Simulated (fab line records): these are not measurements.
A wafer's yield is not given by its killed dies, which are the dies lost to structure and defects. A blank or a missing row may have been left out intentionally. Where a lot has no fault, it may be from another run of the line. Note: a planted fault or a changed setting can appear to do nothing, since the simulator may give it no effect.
Comparing a struck lot with a sound one -- flow sky130 -- 43 out of 708 route steps
Sound: these wafers, L109.1, L109.5, L109.6. The struck wafers were L118.1, L118.5, L118.6. At the end, the cause is stated.
Per side, at each step with rows, come the tool, then ch with its chambers, and then its first start. Under that, the readings that differ: sound wafers -- struck wafers -- difference of the means -- sigmas: that difference in standard deviations of wafers without a fault.
alike: same words and numbers on both sides, and readings whose means sit less than 2 such deviations apart. not compared: any withheld reading, any reading some wafer has no value for, any bound like >300 that may hide the same value, and any number with overlapping values for which the record gives no deviation.
A row with sigmas, a row that says differs or no value, or rows on one side alone: a step with any of these is where the two part. Non-overlapping numbers with no deviation appear without sigmas and do not part them. A reading missing from all wafers of one side parts the sides only when that side holds two or more wafers.

SKY_LDD_P_OVL_MEAS_08:
  sound: overlay-01 at day 21 04:37; struck: overlay-01 at day 24 00:10
  alike: LDD_P_OVL
next, for these wafers, 1 step has no rows: SKY_LDD_P_IMPLANT_09.
SKY_LDD_P_STRIP_10: strips in O2/N2.
  sound on plasma_asher-02 ch 0,1, day 21 04:49; struck on plasma_asher-02 ch 0,1, day 24 00:20
  alike: drypump_motor_current_A, oes_product_au, strip_time_to_endpoint_s
  not compared: rf_hours_counter_h
SKY_LDD_P_TW_MEAS_11:
  sound: film_metro-02 at day 21 04:55; struck: film_metro-04 at day 24 00:26
  alike: LDD_P_TW
then, 7 steps without rows for these wafers: SKY_LDD_HVN_DEHYDRATE_00 (time 60 s); SKY_LDD_HVN_HMDS_01 (prime time 60 s); SKY_LDD_HVN_COAT_02 (resist thk 300 nm); SKY_LDD_HVN_SOFTBAKE_03 (time 60 s); SKY_LDD_HVN_EXPOSE_04 (exposes mask HVNTM, target cd 700 nm); SKY_LDD_HVN_PEB_05; SKY_LDD_HVN_DEVELOP_06 (develop time 60 s).
SKY_LDD_HVN_OVL_MEAS_07:
  sound: overlay-01 at day 22 11:32; struck: overlay-02 at day 25 05:59
  alike: LDD_HVN_OVL
SKY_LDD_HVN_IMPLANT_08:
  sound on implanter-02 ch 0, day 22 11:34; struck on implanter-03 ch 0, day 25 06:01
SKY_LDD_HVN_STRIP_09: strips in O2/N2.
  sound on plasma_asher-02 ch 0,1, day 22 11:43; struck on plasma_asher-03 ch 0,1, day 25 06:10
  alike: drypump_motor_current_A, oes_product_au, strip_time_to_endpoint_s
  not compared: rf_hours_counter_h
SKY_LDD_HVN_TW_MEAS_10:
  sound: film_metro-01 at day 22 11:49; struck: film_metro-02 at day 25 06:16
reading,sound,struck,difference,sigmas
LDD_HVN_TW,1455 1457 1452,1432 1435 1431,-22,-3
then, 7 steps without rows for these wafers: SKY_LDD_HVP_DEHYDRATE_00 (time 60 s); SKY_LDD_HVP_HMDS_01 (prime time 60 s); SKY_LDD_HVP_COAT_02 (resist thk 300 nm); SKY_LDD_HVP_SOFTBAKE_03 (time 60 s); SKY_LDD_HVP_EXPOSE_04 (exposes mask HVPTM, target cd 700 nm); SKY_LDD_HVP_PEB_05; SKY_LDD_HVP_DEVELOP_06 (develop time 60 s).
SKY_LDD_HVP_OVL_MEAS_07:
  sound: overlay-01 at day 23 17:52; struck: overlay-01 at day 26 11:28
  alike: LDD_HVP_OVL
next, for these wafers, 1 step has no rows: SKY_LDD_HVP_IMPLANT_08.
SKY_LDD_HVP_STRIP_09: strips in O2/N2.
  sound on plasma_asher-02 ch 0,1, day 23 18:03; struck on plasma_asher-01 ch 0,1, day 26 11:39
  alike: drypump_motor_current_A, oes_product_au, strip_time_to_endpoint_s
  not compared: rf_hours_counter_h
SKY_LDD_HVP_TW_MEAS_10:
  sound: film_metro-02 at day 23 18:09; struck: film_metro-02 at day 26 11:45
  alike: LDD_HVP_TW
then, 7 steps without rows for these wafers: SKY_LDD_LDN_DEHYDRATE_00 (time 60 s); SKY_LDD_LDN_HMDS_01 (prime time 60 s); SKY_LDD_LDN_COAT_02 (resist thk 1140 nm); SKY_LDD_LDN_SOFTBAKE_03 (time 60 s); SKY_LDD_LDN_EXPOSE_04 (exposes mask LDNTM, target cd 700 nm); SKY_LDD_LDN_PEB_05; SKY_LDD_LDN_DEVELOP_06 (develop time 60 s).
SKY_LDD_LDN_OVL_MEAS_07:
  sound: overlay-02 at day 24 23:45; struck: overlay-02 at day 27 16:45
  alike: LDD_LDN_OVL
then, 4 steps without rows for these wafers: SKY_LDD_LDN_IMPLANT_08; SKY_LDD_LDN_IMPLANT_09; SKY_LDD_LDN_IMPLANT_10; SKY_LDD_LDN_IMPLANT_11.
SKY_LDD_LDN_STRIP_12: strips in O2/N2.
  sound on plasma_asher-04 ch 0,1, day 25 00:23; struck on plasma_asher-04 ch 0,1, day 27 17:23
  alike: drypump_motor_current_A, oes_product_au, strip_time_to_endpoint_s
  not compared: rf_hours_counter_h
SKY_LDD_LDN_TW_MEAS_13:
  sound: film_metro-01 at day 25 00:29; struck: film_metro-01 at day 27 17:29
  alike: LDD_LDN_TW
then, 2 steps without rows for these wafers: SKY_LDD_LDN_CLEAN_14 (cleans in SC1/SC2, time 150 s); SKY_SPACER_CVD_00 (deposits Si3N4 from DCS/NH3, target thk 43.1 nm, time 740 s).
-- the record jumps here: 22 days lie between the struck wafers' starts before and after (it left off in module SPACER and takes up again in module PAD_OPEN, whose first step shown is number 708 of the route) --
SKY_PAD_OPEN_PROBE_99:
  sound: prober-02 at day 47 06:37; struck: prober-01 at day 49 09:22
reading,sound,struck,difference,sigmas
killed_at_contacts,32 27 38,18 18 22,-13,-2
model.etest.tip_n_5v.rs_ohm_sq,1384 1384 1374,1719 1811 1708,+365,
  alike: killed_at_M0_to_M3, killed_at_M4_up, killed_at_front_end, killed_at_other, killed_dies, killed_open, killed_short

WHERE THEY PART
First at SKY_LDD_HVN_TW_MEAS_10; last, within this record, at SKY_PAD_OPEN_PROBE_99.

WHY: what the simulator had put in
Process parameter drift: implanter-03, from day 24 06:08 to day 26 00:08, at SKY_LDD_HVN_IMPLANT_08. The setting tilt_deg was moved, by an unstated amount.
